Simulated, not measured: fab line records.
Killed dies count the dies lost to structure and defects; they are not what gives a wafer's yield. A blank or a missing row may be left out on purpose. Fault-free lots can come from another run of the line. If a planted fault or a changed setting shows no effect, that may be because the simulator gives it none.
Struck lot and sound lot, side by side	flow sky130	32 out of 708 route steps
Sound: wafers L630.1, L630.3, L630.4. Wafers L643.1, L643.2, L643.5 were the ones struck. The cause is given at the end.
For every step that has rows: the tool of each side, followed by ch and its chambers, followed by its first start. Under that, the readings that differ: sound wafers	struck wafers	difference of the means	sigmas: that difference in standard deviations of wafers without a fault.
alike: readings whose means differ by less than 2 such deviations, and words and numbers that are the same on both sides. not compared: withheld readings, readings that some wafer has no value for, bounds like >300 that may hide the same value, and numbers for which the record gives no deviation and whose values overlap.
Wherever a step has rows on one side only, a row that says differs or no value, or a row with sigmas, the two part there. When numbers do not overlap yet have no deviation, they are printed without sigmas and do not part them. A reading missing from all wafers of one side parts the sides only when that side holds two or more wafers.

first, 4 steps without rows for these wafers: SKY_LOCAL_INTERCONNECT_SOFTBAKE_07 (time 90 s); SKY_LOCAL_INTERCONNECT_EXPOSE_08 (exposes mask LI1M, target cd 170 nm); SKY_LOCAL_INTERCONNECT_PEB_09; SKY_LOCAL_INTERCONNECT_DEVELOP_10 (develop time 60 s).
SKY_LOCAL_INTERCONNECT_CD_MEAS_11 targets a cd of 170 nm.
  sound: cd-sem-01 at day 31 02:02; struck: cd-sem-01 at day 34 22:41
  alike: cd-nm
SKY_LOCAL_INTERCONNECT_OVL_MEAS_12:
  sound: overlay-02 at day 31 02:09; struck: overlay-01 at day 34 22:48
  alike: LOCAL_INTERCONNECT_OVL
SKY_LOCAL_INTERCONNECT_ETCH_13: etches BARC in N2/H2, stops on SiO2, time 45.9 s, target depth 60 nm.
  sound on rie-metal-01 ch 0,1, day 31 02:11; struck on rie-metal-04 ch 0,1, day 34 22:50
  alike: drypump-motor-current-A, oes-product-au, throttle-valve-pct
  not compared: rf-hours-counter-h
SKY_LOCAL_INTERCONNECT_METAL_ETCH_14: etches TiN in Cl2/BCl3, stops on PSG, target depth 110 nm, time 31.4 s.
  sound on rie-metal-01 ch 0,1, day 31 02:15; struck on rie-metal-04 ch 0,1, day 34 22:54
  alike: bcl3-flow-sccm, drypump-motor-current-A, oes-product-au, throttle-valve-pct
  not compared: rf-hours-counter-h
then, 4 steps without rows for these wafers: SKY_LOCAL_INTERCONNECT_STRIP_15 (strips in O2/N2); SKY_LOCAL_INTERCONNECT_STRIP_16 (strips in post etch residue remover, time 1200 s); SKY_LOCAL_INTERCONNECT_CLEAN_17 (cleans in IPA, time 180 s); SKY_LOCAL_INTERCONNECT_CLEAN_18 (cleans in O3/DIW).
SKY_CONTACT_CVD_00: deposits Si3N4, target thk 75 nm.
  sound on pecvd-03 ch 0,2, day 31 02:53; struck on pecvd-03 ch 1,2, day 34 23:35
  alike: heater-power-w
SKY_CONTACT_THK_MEAS_01:
  sound: film-metro-04 at day 31 02:56; struck: film-metro-03 at day 34 23:51
reading	sound	struck	difference	sigmas
CONTACT_CVD_00_THK (nm)	72.0 72.8 74.7	57.0 57.1 58.9	-15.5	-13
  not compared: hold
SKY_CONTACT_THK_MEAS_03:
  sound: film-metro-03 at day 31 03:03; struck: film-metro-04 at day 35 03:19
  alike: CONTACT_HDPCVD_THK
SKY_CONTACT_CMP_04: polishes SiO2.
  sound on cmp-01 ch 0,1,3, day 31 03:16; struck on cmp-02 ch 0,1, day 35 03:23
  alike: motor-current-A, time-to-endpoint-s
SKY_CONTACT_BOW_MEAS_05:
  sound: film-metro-02 at day 31 03:34; struck: film-metro-03 at day 35 03:42
  alike: CONTACT_BOW
then, 8 steps without rows for these wafers: SKY_CONTACT_DEHYDRATE_06 (time 60 s); SKY_CONTACT_HMDS_07 (prime time 60 s); SKY_CONTACT_COAT_08 (resist thk 60 nm); SKY_CONTACT_COAT_09 (resist thk 450 nm); SKY_CONTACT_SOFTBAKE_10 (time 90 s); SKY_CONTACT_EXPOSE_11 (exposes mask CTM1, target cd 170 nm); SKY_CONTACT_PEB_12; SKY_CONTACT_DEVELOP_13 (develop time 58.23 s).
SKY_CONTACT_CD_MEAS_14 targets a cd of 170 nm.
  sound: cd-sem-02 at day 32 07:29; struck: cd-sem-01 at day 36 01:35
reading	sound	struck	difference	sigmas
cd-nm (nm)	171.2 172.6 171.9	166.6 168.1 167.2	-4.6	-3
SKY_CONTACT_OVL_MEAS_15:
  sound: overlay-01 at day 32 07:36; struck: overlay-01 at day 36 01:42
  alike: CONTACT_OVL
SKY_CONTACT_ETCH_16: etches BARC in N2/H2, stops on SiO2, time 45.9 s, target depth 60 nm.
  sound on rie-diel-01 ch 0,1,2, day 32 07:38; struck on rie-diel-01 ch 1,2,3, day 36 01:44
  alike: drypump-motor-current-A, oes-product-au, throttle-valve-pct
  not compared: rf-hours-counter-h
SKY_CONTACT_ETCH_17: etches SiO2 in C4F8/O2/Ar, stops on Si3N4, target depth 340 nm.
  sound on rie-diel-01 ch 0,1,2, day 32 07:41; struck on rie-diel-01 ch 1,2,3, day 36 01:47
  alike: oes-product-au
SKY_CONTACT_ETCH_18: etches Si3N4 in CHF3/O2, stops on TiN, time 39 s, target depth 75 nm.
  sound on rie-diel-01 ch 0,1,2; struck on rie-diel-01 ch 1,2,3
reading	sound	struck	difference	sigmas
oes-product-au (a.u.)	0.834 0.839 0.854	0.749 0.737 0.751	-0.097	-12
throttle-valve-pct (%)	8.775 8.795 8.793	8.760 8.767 8.761	-0.025	-3
  alike: drypump-motor-current-A
  not compared: rf-hours-counter-h
then, 1 step without rows for these wafers: SKY_CONTACT_STRIP_19 (strips in O2/N2).
-- the record jumps here: 13 days lie between the struck wafers' starts before and after (it left off in module CONTACT and takes up again in module PAD_OPEN, whose first step shown is number 708 of the route) --
SKY_PAD_OPEN_PROBE_99:
  sound: prober-02 at day 46 06:50; struck: prober-01 at day 49 01:46
  alike: killed_at_M0_to_M3, killed_at_M4_up, killed-at-contacts, killed-at-front-end, killed-at-other, killed-dies, killed-open, killed-short

## WHERE THEY PART
First at SKY_CONTACT_THK_MEAS_01; last, within this record, at SKY_CONTACT_ETCH_18. Later steps at which nothing parts them and some readings are alike: SKY_PAD_OPEN_PROBE_99.

WHY: whatever the simulator had introduced
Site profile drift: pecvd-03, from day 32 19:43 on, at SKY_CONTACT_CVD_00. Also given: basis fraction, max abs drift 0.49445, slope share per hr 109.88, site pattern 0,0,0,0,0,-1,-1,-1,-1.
